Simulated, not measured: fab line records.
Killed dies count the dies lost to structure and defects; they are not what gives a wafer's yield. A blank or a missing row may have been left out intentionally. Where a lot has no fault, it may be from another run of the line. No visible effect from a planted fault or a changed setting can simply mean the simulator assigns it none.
One fault through the eyes of 2 desks | flow gf180mcu | each desk holds nothing but its own numbers, with what lay behind them at the end

== THE TOOL OWNER'S DESK: cmp-02 ==
The tool's own readings at GF_CONTACT_CMP_27 (polishes, stops on SiO2, t overpolish 15 s, target thk 0 nm): means of the sampled wafers that have a number, for each lot that ran on this tool. A lot is out of limits, marked OUT, if its mean lies more than 4 standard deviations from the usual mean; the brackets give that distance.
Columns: A = motor current A at GF_CONTACT_CMP_27, usual 11.7 A; B = overpolish run s at GF_CONTACT_CMP_27, usual 14.999 s; C = time to endpoint s at GF_CONTACT_CMP_27, usual 73.7 s
lot  | first seen here | A    | B      | C
L829 | day 16 09:32    | 12.2 | 15.006 | 76.7
L832 | day 17 16:41    | 12.1 | 15.008 | 72.8
L834 | day 18 09:23    | 12.9 | 15.000 | 73.7
L839 | day 20 02:11    | 12.4 | 14.993 | 71.9
L845 | day 22 07:46    | 12.3 | 15.007 | 72.1
L849 | day 23 16:05    | 11.3 | 14.990 | 75.5
L850 | day 23 21:50    | 12.4 | 14.996 | 73.1
L851 | day 24 07:32    | 12.7 | 14.990 | 73.7
Result from this desk: across the 8 lots, nothing is out of limits.

== METROLOGY DESK ==
Means of the sampled wafers that have a number, per lot and without regard to the tool the lot ran on: this is what the gauges read. A lot is out of limits, marked OUT, if its mean lies more than 4 standard deviations from the usual mean; the brackets give that distance.
Columns: A = V5_OVL at GF_V5_OVL_MEAS_15, usual 1 nm; B = cd nm at GF_TOP_METAL_CD_MEAS_14, usual 440.5 nm; C = TOP_METAL_OVL at GF_TOP_METAL_OVL_MEAS_15, usual -1.0 nm
lot  | first seen here | A  | B     | C
L828 | day 27 02:49    | -2 | 440.2 | -0.1
L829 | day 27 12:22    | 1  | 443.0 | -2.9
L830 | day 27 13:02    | -1 | 440.3 | 0.0
L831 | day 28 04:02    | -0 | 441.6 | -2.4
L832 | day 28 14:14    | -2 | 439.7 | -1.1
L834 | day 29 04:10    | -3 | 439.5 | -0.0
L839 | day 30 10:05    | -3 | 441.3 | -4.3
L840 | day 30 21:25    | -1 | 441.0 | -2.4
L845 | day 32 04:25    | 5  | 438.9 | 0.5
L843 | day 32 14:29    | 6  | 438.5 | -0.7
L848 | day 32 19:02    | 4  | 438.0 | -1.8
L849 | day 33 04:14    | 8  | 442.3 | -0.9
L850 | day 33 07:51    | 0  | 439.8 | 1.0
L851 | day 33 12:19    | -2 | 439.3 | -1.8
Result from this desk: across the 14 lots, nothing is out of limits.

== BROUGHT TOGETHER ==
Nothing out of limits was seen by the tool owner's desk.
At the metrology desk, nothing out of limits was observed.

== WHAT THE SIMULATOR HAD PUT IN ==
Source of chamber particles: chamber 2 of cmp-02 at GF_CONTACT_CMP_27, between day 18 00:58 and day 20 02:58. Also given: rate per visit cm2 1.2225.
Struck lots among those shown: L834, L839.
